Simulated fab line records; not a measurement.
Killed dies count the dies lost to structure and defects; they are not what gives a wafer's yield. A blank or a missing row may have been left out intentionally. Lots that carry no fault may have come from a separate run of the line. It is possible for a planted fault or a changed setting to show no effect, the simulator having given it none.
What tool caused it?    flow sky130    Sampling: 14 lots, 42 wafers, 2 of 708 route steps

## WHAT EACH GAUGE READ, for each wafer
SKY_FIELD_ISO_THK_MEAS_23.
lot   measured     on             FIELD_ISO_OXIDATION_01_THK (nm)
L519  day 2 06:48  film metro-01  9.58 9.68 9.79
L521  day 2 19:54  film metro-02  9.92 10.03 9.98
L522  day 3 00:58  film metro-01  9.71 9.71 9.58
L523  day 3 09:10  film metro-04  9.87 9.63 9.66
L525  day 3 14:21  film metro-04  10.01 9.87 10.05
L527  day 4 02:52  film metro-04  9.87 9.84 9.65
L528  day 4 06:32  film metro-02  9.97 9.91 10.06
L529  day 4 10:50  film metro-01  9.89 9.94 10.15
L531  day 4 22:13  film metro-02  10.06 9.93 10.03
L532  day 5 05:20  film metro-01  10.49 10.29 10.40
L533  day 5 10:52  film metro-02  10.15 10.20 10.13
L534  day 5 14:38  film metro-01  9.88 9.92 9.90
L538  day 6 11:17  film metro-01  9.96 10.14 9.98
L542  day 7 10:05  film metro-04  10.27 10.28 10.14

## TOOL THAT RAN EACH LOT (tool first, then ch and the chambers of the sampled wafers, then the start)
lot   SKY_FIELD_ISO_ETCH_14
L519  rie diel-02 ch 2,3, day 2 05:04
L521  rie diel-02 ch 0,2,3, day 2 18:10
L522  rie diel-01 ch 0,2,3, day 2 23:02
L523  rie diel-01 ch 0,1,2, day 3 06:08
L525  rie diel-01 ch 2,3, day 3 11:51
L527  rie diel-01 ch 2,3, day 3 23:06
L528  rie diel-02 ch 2,3, day 4 04:49
L529  rie diel-03 ch 0,1, day 4 08:01
L531  rie diel-03 ch 0,2,3, day 4 20:01
L532  rie diel-01 ch 0,2,3, day 5 01:29
L533  rie diel-03 ch 1,2,3, day 5 06:26
L534  rie diel-01 ch 0,1, day 5 11:04
L538  rie diel-02 ch 2,3, day 6 08:56
L542  rie diel-02 ch 0,1,3, day 7 07:20
- SKY_FIELD_ISO_ETCH_14: etches BARC in N2/H2, stops on SiO2, time 45.9 s, target depth 60 nm.

## AS READ BY THE TOOLS THEMSELVES (means over the sampled wafers that have a number; for cases with no such wafer, the mark the record gives instead)
SKY_FIELD_ISO_ETCH_14.
lot   tool         drypump motor current A (A)  h2 flow sccm (sccm)  oes product au (a.u.)  rf fwd power W (W)  throttle valve pct (%)
L519  rie diel-02  5.5                          200.0                0.850                  496.4               13.226
L521  rie diel-02  5.4                          200.2                0.858                  494.8               13.222
L522  rie diel-01  5.5                          200.1                0.848                  496.5               13.213
L523  rie diel-01  5.6                          199.7                0.851                  494.3               13.214
L525  rie diel-01  5.7                          199.3                0.853                  496.0               13.221
L527  rie diel-01  5.4                          199.6                0.859                  493.9               13.219
L528  rie diel-02  5.5                          199.8                0.855                  495.3               13.227
L529  rie diel-03  5.4                          200.6                0.855                  495.2               13.225
L531  rie diel-03  5.8                          200.3                0.857                  494.5               13.231
L532  rie diel-01  5.5                          200.5                0.853                  495.0               13.227
L533  rie diel-03  6.1                          199.8                0.854                  494.4               13.239
L534  rie diel-01  5.4                          200.3                0.859                  496.3               13.228
L538  rie diel-02  5.8                          200.0                0.856                  495.1               13.222
L542  rie diel-02  5.7                          199.8                0.854                  493.7               13.224

## THE ANSWER, worked out from the rows above alone
Rule: the lots themselves supply what counts as usual. The widest of any qualifying gaps counts: lots, ordered by their means at a reading, are off when they make up no more than a third of the lots, leave a main group of 4 or more, and stand apart from it by 3 or more times the standard deviation of that group's means. Not used: any main group whose means are identical at the precision the tables above print for the reading. Also off: a lot with no number at a reading for which 4 or more lots have one. Where the step has rows for the other lots, those lots are counted as sound. After the gauges, taken in route order, come the tools' own readings; for these a lot's mean is taken, as printed above. The first step at which some lot is off is used, and at that step the reading that is off furthest; a lot without a number counts as furthest.
No lot is off at any reading shown: from this, nothing can be told.

## WHAT THE SIMULATOR HAD PUT IN
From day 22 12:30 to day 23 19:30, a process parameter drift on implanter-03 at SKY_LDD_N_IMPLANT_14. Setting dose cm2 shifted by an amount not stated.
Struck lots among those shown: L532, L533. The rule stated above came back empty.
